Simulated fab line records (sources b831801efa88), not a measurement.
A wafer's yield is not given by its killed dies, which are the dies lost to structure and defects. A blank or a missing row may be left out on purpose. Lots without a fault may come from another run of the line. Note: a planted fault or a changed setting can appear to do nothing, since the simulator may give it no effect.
Chamber matching ; flow sky130 ; cmp-02 running SKY_LI_CONTACT_CMP_02: 4 sister chambers
The step polishes PSG. 4 wafers are shown with their chamber, then 7 later ones without.

## WAFERS WITH THEIR CHAMBER
wafer;chamber;motorCurrentA (A)
L325.5;1;12.5
L329.6;3;11.6
L335.1;2;11.7
L335.2;0;9.5

## WAFERS WITH NO CHAMBER GIVEN
wafer;motorCurrentA (A)
L335.3;12.3
L341.1;12.3
L341.4;11.4
L341.6;9.6
L343.1;11.1
L343.3;10.5
L343.6;11.3

## THE CHAMBER EACH PASSED THROUGH
wafer;from the rows above;in truth
L335.3;can't be placed: 1 or 2 or 3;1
L341.1;can't be placed: 1 or 2 or 3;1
L341.4;can't be placed: 3 or 2 or 1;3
L341.6;0;0
L343.1;can't be placed: 3 or 2 or 1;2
L343.3;can't be placed: 0 or 3 or 2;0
L343.6;can't be placed: 3 or 2 or 1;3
Placed correctly: 1 of 7. Can't be placed from these rows: 6 (the true chamber is among the candidates in 6). Number placed wrongly: 0.
How it was worked out, from the rows above alone: a wafer's distance from a chamber is the root of the sum, over the readings, of the square of ((its reading less the chamber's mean) divided by the reading's scatter). If the next closest chamber is less than 2 further off than the closest, the wafer can't be placed; otherwise it belongs to the closest. The mean given for a chamber averages the wafers shown for that chamber. The scatter: root of mean squared gap, hidden wafer to nearest shown wafer, with one shown wafer a chamber.
